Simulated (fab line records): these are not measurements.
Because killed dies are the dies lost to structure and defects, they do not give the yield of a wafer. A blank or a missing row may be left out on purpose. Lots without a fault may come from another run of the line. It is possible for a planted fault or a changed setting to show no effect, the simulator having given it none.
fab line records	flow sfqLine
record lots=5	wafers=15	lastDay=81
route steps=325 shown L0@14 L0V@16 M0@28
lots that met no fault: from a run of the same line without faults
startH: hours from the record's first day to the start of the lot's first wafer shown	waitH: how many hours have passed since the lot's step before this one	" same as the row above	L1.1+2: one row covering several wafers at once	- no value present, or no start provided	* or withheld: withheld	< > ~ a bound
route shown NAME@n: names a module that has steps shown in the file, with the first one's number in the route	usual: average and standard deviation across the fault-free wafers	same: alike in all rows	chamber/n: place in a boat	sites: each site's reading	_std_site: the standard deviation of these	_edge_site: mean of outer sites minus mean of inner sites	radiusMm: how far each site lies from the wafer's centre	mask NAME#n: copy n	behind: tool/chamber where the wafer was last shaped	hold: what put the lot on hold/how long, in hours/how the hold closed	device: whichever transistor did not switch (one of n, p or np)	end of line: the route-end tests of the same wafers	for a step that has no rows: nothing shown but its recipe	killed: the dies lost at the first sort to structure and to defects; this is not the yield of the wafer	map: a wafer's dies, marking killed ones x, the rest . and places with no die _
set.NAME: the setting as run; set.NAME@STEP: as run at that earlier step	model.NAME: the simulator's own value behind a step, which no gauge read
certain route steps with their lots: each step a table, each wafer a row
services: when a tool's chamber went out of use (startH, in hours from the record's first day, below 0 if earlier), for how many hours, and the reason
## steps
# step SFQ_TRILAYER_L0_STRIP_STRIP_009
# recipe gas=O2	powerW=200	platenTempC=40	overashFraction=0.65	chemistry=O2	pressureMtorr=50
# usual drypumpMotorCurrentA=5.7/0.5	oesProductAu=0.998/0.0081
lot.wafer	tool	chamber	startH	waitH	drypumpMotorCurrentA	oesProductAu	rfHoursCounterH
L079.1	rieMetal-02	1	50.52	0.0	5.5	0.990	156
L079.2	"	0	"	"	6.4	0.995	173
L079.3	"	0	"	"	6.4	0.993	-
L080.1	rieMetal-04	1	56.52	0.0	5.0	1.005	103
L080.2	"	0	"	"	5.2	0.998	6
L080.5	"	1	"	"	5.0	1.004	-
L084.2	rieMetal-01	1	74.52	0.0	5.5	1.002	128
L084.4	"	0	"	"	6.1	1.010	-
L084.5	"	1	"	"	5.5	1.005	-
L091.1	rieMetal-02	0	113.53	0.0	6.4	0.986	184
L091.2	"	1	"	"	5.6	0.999	168
L091.4	"	1	"	"	5.6	0.985	-
L094.2	rieMetal-01	0	127.74	0.0	6.1	1.006	11
L094.4	"	1	"	"	5.5	1.005	-
L094.6	"	1	"	"	5.5	0.998	-
# step SFQ_TRILAYER_L0_STRIP_SOLV_CLEAN_010
# recipe chemistry=NMP	tempC=70	timeS=600
lot.wafer	tool	chamber	startH	waitH
L079.1+2+3	wetBench-01	7,1,2	51.12	0.4
L080.1+2+5	wetBench-03	7,0,6	57.12	0.4
L084.2+4+5	wetBench-01	6,5,4	75.12	0.4
L091.1+2+4	wetBench-01	5,3,2	114.13	0.4
L094.2+4+6	wetBench-01	5,4,1	128.34	0.4
# step SFQ_TRILAYER_L0_CAP_PECVD_011
# recipe material=SiO2	tempC=150	timeS=13.333	pressureTorr=2.4	rfW=183.3	precursor=SiH4/N2O	targetThkNm=60
# usual heaterPowerW=85/15	throttleValvePct=25.3/0.92
lot.wafer	tool	chamber	startH	waitH	heaterPowerW	sinceWetCleanH	throttleValvePct
L079.1	pecvd-04	0	51.30	0.0	97	596	26.1
L079.2	"	2	"	"	120	596	25.3
L079.3	"	1	"	"	91	596	25.5
L080.1	pecvd-02	2	57.30	0.0	80	972	24.2
L080.2	"	0	"	"	111	972	24.1
L080.5	"	1	"	"	77	-	24.6
L084.2	pecvd-02	2	75.30	0.0	87	990	24.5
L084.4	"	1	"	"	85	-	24.9
L084.5	"	2	"	"	83	-	24.1
L091.1	pecvd-04	1	114.30	0.0	79	659	25.5
L091.2	"	0	"	"	95	659	26.6
L091.4	"	2	"	"	103	-	25.3
L094.2	pecvd-02	1	128.53	0.0	80	1043	24.6
L094.4	"	1	"	"	77	-	24.8
L094.6	"	2	"	"	85	-	24.4
# step SFQ_TRILAYER_L0_VIA_LITHO_COAT_018
# recipe resist=BARC	spinRpm=3000	resistThkNm=62
# usual chillPlateTempC=22.99/0.098	resistLineTempC=23.02/0.11
lot.wafer	tool	chamber	startH	waitH	chillPlateTempC	resistLineTempC
L079.1	lithoTrack-01	0	51.32	0.0	23.07	23.03
L079.2	"	0	"	"	23.10	22.71
L079.3	"	0	"	"	22.90	22.87
L080.1	lithoTrack-03	0	57.62	0.3	22.91	23.08
L080.2	"	0	"	"	22.89	23.04
L080.5	"	0	"	"	23.00	22.96
L084.2	lithoTrack-02	0	75.37	0.1	22.85	22.85
L084.4	"	0	"	"	23.07	22.92
L084.5	"	0	"	"	23.01	22.99
L091.1	lithoTrack-03	0	114.33	0.0	23.15	22.92
L091.2	"	0	"	"	23.10	22.83
L091.4	"	0	"	"	23.03	22.99
L094.2	lithoTrack-02	0	128.77	0.2	22.97	23.05
L094.4	"	0	"	"	22.93	23.20
L094.6	"	0	"	"	22.92	22.93
# step SFQ_TRILAYER_L0_VIA_LITHO_COAT_013
# recipe resist=KrF	spinRpm=3000	resistThkNm=650
# usual chillPlateTempC=23.01/0.093	resistLineTempC=23.00/0.11
lot.wafer	tool	chamber	startH	waitH	chillPlateTempC	resistLineTempC
L079.1	lithoTrack-01	0	51.62	0.2	23.06	23.00
L079.2	"	0	"	"	23.07	22.95
L079.3	"	0	"	"	23.03	23.16
L080.1	lithoTrack-03	0	57.92	0.2	23.03	22.81
L080.2	"	0	"	"	22.80	23.10
L080.5	"	0	"	"	22.97	22.95
L084.2	lithoTrack-02	0	75.67	0.2	23.06	22.86
L084.4	"	0	"	"	23.02	22.98
L084.5	"	0	"	"	23.00	22.97
L091.1	lithoTrack-03	0	114.63	0.2	23.06	22.98
L091.2	"	0	"	"	23.05	23.03
L091.4	"	0	"	"	23.05	23.12
L094.2	lithoTrack-02	0	129.07	0.2	23.10	22.96
L094.4	"	0	"	"	23.05	23.13
L094.6	"	0	"	"	23.06	23.07
# step SFQ_TRILAYER_L0_VIA_LITHO_SOFTBAKE_017
# recipe tempC=withheld	timeS=withheld	resist=KrF
# usual chillPlateTempC=*	resistLineTempC=*
lot.wafer	tool	chamber	startH	waitH	chillPlateTempC	resistLineTempC
L079.1	lithoTrack-01	0	51.92	0.2	*	*
L079.2	"	0	"	"	*	*
L079.3	"	0	"	"	*	*
L080.1	lithoTrack-03	0	58.22	0.2	*	*
L080.2	"	0	"	"	*	*
L080.5	"	0	"	"	*	*
L084.2	lithoTrack-02	0	75.95	0.2	*	*
L084.4	"	0	"	"	*	*
L084.5	"	0	"	"	*	*
L091.1	lithoTrack-03	0	114.93	0.2	*	*
L091.2	"	0	"	"	*	*
L091.4	"	0	"	"	*	*
L094.2	lithoTrack-02	0	129.35	0.2	*	*
L094.4	"	0	"	"	*	*
L094.6	"	0	"	"	*	*
# step SFQ_TRILAYER_L0_VIA_LITHO_EXPOSE_014
# recipe maskId=L0V	na=0.6	sourceShape=conventional	sigmaOuter=0.65	targetCdNm=700	doseMj=21.3
# usual stageVelMmS=499.97/0.26
lot.wafer	tool	chamber	startH	waitH	mask	stageVelMmS
L079.1	krfScanner-01	0	121.22	-	L0V#0	499.91
L079.2	"	0	"	"	L0V#0	499.87
L079.3	"	0	"	"	L0V#0	500.00
L080.1	krfScanner-01	0	127.22	-	L0V#0	499.88
L080.2	"	0	"	"	L0V#0	499.83
L080.5	"	0	"	"	L0V#0	499.73
L084.2	krfScanner-01	0	150.95	-	L0V#0	499.84
L084.4	"	0	"	"	L0V#0	500.09
L084.5	"	0	"	"	L0V#0	500.21
L091.1	krfScanner-01	0	230.52	-	L0V#0	499.96
L091.2	"	0	"	"	L0V#0	500.22
L091.4	"	0	"	"	L0V#0	500.30
L094.2	krfScanner-01	0	244.67	-	L0V#0	499.63
L094.4	"	0	"	"	L0V#0	499.46
L094.6	"	0	"	"	L0V#0	499.75
# step SFQ_TRILAYER_L0_VIA_LITHO_PEB_016
# recipe pebTempC=115	pebTimeS=60	resist=KrF
# usual chillPlateTempC=23.02/0.12	resistLineTempC=22.99/0.096
lot.wafer	tool	chamber	startH	waitH	chillPlateTempC	resistLineTempC
L079.1	lithoTrack-02	0	122.42	1.0	23.05	23.00
L079.2	"	0	"	"	23.02	22.90
L079.3	"	0	"	"	23.09	23.14
L080.1	lithoTrack-02	0	128.42	1.0	23.04	22.82
L080.2	"	0	"	"	22.97	23.02
L080.5	"	0	"	"	22.89	22.90
L084.2	lithoTrack-01	0	151.97	0.8	22.95	23.00
L084.4	"	0	"	"	22.82	22.97
L084.5	"	0	"	"	22.85	22.94
L091.1	lithoTrack-03	0	231.72	1.0	23.13	22.93
L091.2	"	0	"	"	23.19	22.95
L091.4	"	0	"	"	23.15	22.69
L094.2	lithoTrack-03	0	245.69	0.8	23.16	22.95
L094.4	"	0	"	"	22.93	23.00
L094.6	"	0	"	"	23.07	23.03
# step SFQ_TRILAYER_L0_VIA_LITHO_DEVELOP_015
# recipe timeS=60	resist=KrF
# usual chillPlateTempC=23.01/0.093	resistLineTempC=23.01/0.1
lot.wafer	tool	chamber	startH	waitH	chillPlateTempC	resistLineTempC
L079.1	lithoTrack-02	0	122.57	0.1	22.93	22.95
L079.2	"	0	"	"	23.10	22.98
L079.3	"	0	"	"	23.11	23.04
L080.1	lithoTrack-02	0	128.57	0.1	23.16	23.12
L080.2	"	0	"	"	22.97	23.14
L080.5	"	0	"	"	23.12	23.10
L084.2	lithoTrack-01	0	152.12	0.1	22.96	22.85
L084.4	"	0	"	"	22.93	22.86
L084.5	"	0	"	"	23.09	22.69
L091.1	lithoTrack-03	0	231.87	0.1	22.94	23.05
L091.2	"	0	"	"	23.03	22.97
L091.4	"	0	"	"	23.10	22.89
L094.2	lithoTrack-03	0	245.84	0.1	22.96	23.12
L094.4	"	0	"	"	23.07	22.91
L094.6	"	0	"	"	22.97	22.99
# step SFQ_L0V_OVL_MEAS_903
# usual L0V_OVL=-3/5.3
lot.wafer	tool	chamber	startH	waitH	L0V_OVL[nm]
L079.1	overlay-02	-	122.72	0.1	-2
L079.2	"	-	"	"	-6
L079.3	"	-	"	"	-5
L080.1	overlay-01	-	128.72	0.1	1
L080.2	"	-	"	"	0
L080.5	"	-	"	"	-2
L084.2	overlay-02	-	152.25	0.1	2
L084.4	"	-	"	"	-4
L084.5	"	-	"	"	-2
L091.1	overlay-02	-	232.02	0.1	-9
L091.2	"	-	"	"	-1
L091.4	"	-	"	"	-2
L094.2	overlay-02	-	245.98	0.1	-6
L094.4	"	-	"	"	-11
L094.6	"	-	"	"	-7
# step SFQ_TRILAYER_L0_VIA_BARC_OPEN_VIA_ETCH_021
# recipe maskMaterial=PR	chemistry=O2	targetDepthNm=125	target=BARC	sourceW=500	biasW=80	pressureMtorr=30	timeS=41.7
# usual drypumpMotorCurrentA=5.7/0.57	oesProductAu=0.685/0.005
lot.wafer	tool	chamber	startH	waitH	drypumpMotorCurrentA	oesProductAu	rfHoursCounterH
L079.1	rieDiel-02	0	122.76	0.0	6.4	0.678	104
L079.2	"	3	"	"	5.8	0.682	143
L079.3	"	1	"	"	4.8	0.691	93
L080.1	rieDiel-02	0	128.76	0.0	6.4	0.689	105
L080.2	"	3	"	"	5.8	0.685	143
L080.5	"	2	"	"	5.6	0.690	-
L084.2	rieDiel-03	2	152.28	0.0	6.5	0.692	1
L084.4	"	0	"	"	5.1	0.683	7
L084.5	"	3	"	"	5.2	0.688	-
L091.1	rieDiel-02	1	232.06	0.0	4.8	0.682	94
L091.2	"	3	"	"	5.8	0.680	144
L091.4	"	2	"	"	5.6	0.675	-
L094.2	rieDiel-04	0	246.01	0.0	5.5	0.682	88
L094.4	"	3	"	"	6.3	0.681	70
L094.6	"	0	"	"	5.5	0.681	-
# step SFQ_TRILAYER_L0_VIA_ETCH_VIA_ETCH_016
# recipe target=SiO2	stopOn=MoNx_KI	maskMaterial=PR	chemistry=CHF3	targetDepthNm=80	sourceW=500	biasW=80	pressureMtorr=30	timeS=withheld
# usual drypumpMotorCurrentA=5.7/0.56	oesProductAu=0.843/0.0079
lot.wafer	tool	chamber	startH	waitH	drypumpMotorCurrentA	oesProductAu
L079.1	rieDiel-02	0	122.80	0.0	6.4	0.838
L079.2	"	3	"	"	5.8	0.837
L079.3	"	1	"	"	4.8	0.838
L080.1	rieDiel-02	0	128.80	0.0	6.4	0.840
L080.2	"	3	"	"	5.8	0.818
L080.5	"	2	"	"	5.6	0.838
L084.2	rieDiel-03	2	152.32	0.0	6.5	0.827
L084.4	"	0	"	"	5.1	0.840
L084.5	"	3	"	"	5.2	0.831
L091.1	rieDiel-02	1	232.09	0.0	4.8	0.834
L091.2	"	3	"	"	5.8	0.842
L091.4	"	2	"	"	5.6	0.848
L094.2	rieDiel-04	0	246.04	0.0	5.5	0.845
L094.4	"	3	"	"	6.2	0.848
L094.6	"	0	"	"	5.5	0.845
# step SFQ_TRILAYER_L0_VIA_STRIP_STRIP_017
# recipe gas=O2	powerW=200	platenTempC=40	overashFraction=0.65	chemistry=O2	pressureMtorr=50
# usual drypumpMotorCurrentA=5.4/0.47	oesProductAu=0.999/0.0071
lot.wafer	tool	chamber	startH	waitH	drypumpMotorCurrentA	oesProductAu	rfHoursCounterH
L079.1	rieMetal-04	0	122.84	-	5.3	1.004	18
L079.2	"	1	"	"	5.0	1.002	115
L079.3	"	1	"	"	5.0	0.998	-
L080.1	rieMetal-03	0	128.84	-	6.1	0.987	145
L080.2	"	1	"	"	4.9	1.001	184
L080.5	"	1	"	"	4.9	0.999	-
L084.2	rieMetal-04	1	152.37	-	5.0	1.007	120
L084.4	"	1	"	"	5.0	0.997	-
L084.5	"	0	"	"	5.3	1.005	-
L091.1	rieMetal-03	1	232.14	-	5.0	0.994	2
L091.2	"	0	"	"	6.1	0.987	163
L091.4	"	0	"	"	6.0	0.987	-
L094.2	rieMetal-03	1	246.29	-	4.9	1.001	-
L094.4	"	1	"	"	5.0	1.002	-
L094.6	"	1	"	"	5.0	1.001	-
# step SFQ_TRILAYER_L0_VIA_STRIP_SOLV_CLEAN_018
# recipe chemistry=NMP	tempC=70	timeS=600
lot.wafer	tool	chamber	startH	waitH
L079.1+2+3	wetBench-04	5,4,3	123.44	0.4
L080.1+2+5	wetBench-02	1,7,4	129.44	0.4
L084.2+4+5	wetBench-03	2,4,6	152.97	0.4
L091.1+2+4	wetBench-04	0,6,2	232.74	0.4
L094.2+4+6	wetBench-04	7,0,1	247.29	0.8
# step SFQ_TRILAYER_M0_DEP_PRE_CLEAN_020
# recipe gas=Ar	timeS=15	biasV=250
# usual biasV=249.7/2.4
lot.wafer	tool	chamber	startH	waitH	biasV
L079.1	pvdSputter-03	-	123.62	0.0	251.8
L079.2	"	-	"	"	252.0
L079.3	"	-	"	"	248.3
L080.1	pvdSputter-03	-	129.63	0.0	243.8
L080.2	"	-	"	"	250.7
L080.5	"	-	"	"	247.8
L084.2	pvdSputter-04	-	153.16	0.0	250.8
L084.4	"	-	"	"	249.2
L084.5	"	-	"	"	252.9
L091.1	pvdSputter-06	-	232.92	0.0	252.4
L091.2	"	-	"	"	249.4
L091.4	"	-	"	"	249.4
L094.2	pvdSputter-03	-	247.47	0.0	249.1
L094.4	"	-	"	"	247.9
L094.6	"	-	"	"	250.3
# step SFQ_TRILAYER_M0_DEP_SPUTTER_019
# recipe material=Nb	basePressurePa=1.33e-06	chamberPressurePa=0.1333	substrateTempC=20	resputterCathodeVoltageV=400	targetThkNm=200	powerW=2000	timeS=133.3
# usual cathodeDcPowerW=2000.0/0.39	throttleValvePct=30.4/1
lot.wafer	tool	chamber	startH	waitH	cathodeDcPowerW	throttleValvePct
L079.1	pvdSputter-03	-	123.64	0.0	2000.5	32.4
L079.2	"	-	"	"	2000.8	29.8
L079.3	"	-	"	"	2000.2	29.5
L080.1	pvdSputter-03	-	129.66	0.0	2000.3	31.1
L080.2	"	-	"	"	1999.6	29.4
L080.5	"	-	"	"	2000.3	31.1
L084.2	pvdSputter-04	-	153.19	0.0	2000.3	30.8
L084.4	"	-	"	"	1999.4	30.5
L084.5	"	-	"	"	2000.6	30.9
L091.1	pvdSputter-06	-	232.94	0.0	2000.2	28.6
L091.2	"	-	"	"	1999.7	31.2
L091.4	"	-	"	"	2000.7	29.3
L094.2	pvdSputter-03	-	247.49	0.0	2000.5	29.9
L094.4	"	-	"	"	1999.6	32.2
L094.6	"	-	"	"	2000.0	29.6
## services
tool	chamber	startH	hours	kind
rieDiel-02	3	32.21	2.9	repair
rieDiel-02	-	61.97	0.3	repair
krfScanner-01	-	70.07	0.8	pm
rieMetal-04	-	75.16	1.2	repair
wetBench-01	-	79.24	4.4	pm
pvdSputter-03	-	95.81	1.8	repair
rieMetal-03	1	98.22	2.1	repair
rieMetal-03	-	116.44	2.8	pm
krfScanner-01	-	139.22	4.0	pm
krfScanner-01	-	146.34	0.8	repair
krfScanner-01	-	151.95	36.0	pm
rieMetal-03	1	165.27	4.8	repair
rieDiel-02	-	166.59	0.8	repair
krfScanner-01	-	189.82	1.3	pm
krfScanner-01	-	193.52	1.0	pm
rieMetal-04	1	196.96	9.6	repair
pecvd-02	-	198.89	0.4	repair
krfScanner-01	-	200.90	0.6	repair
rieDiel-02	1	201.96	6.2	repair
wetBench-01	-	210.04	1.0	repair
rieDiel-02	0	219.41	14.0	repair
rieMetal-03	0	238.20	26.6	repair
pvdSputter-03	-	241.48	3.8	repair
rieDiel-02	-	245.14	1.8	repair
## key
fault none
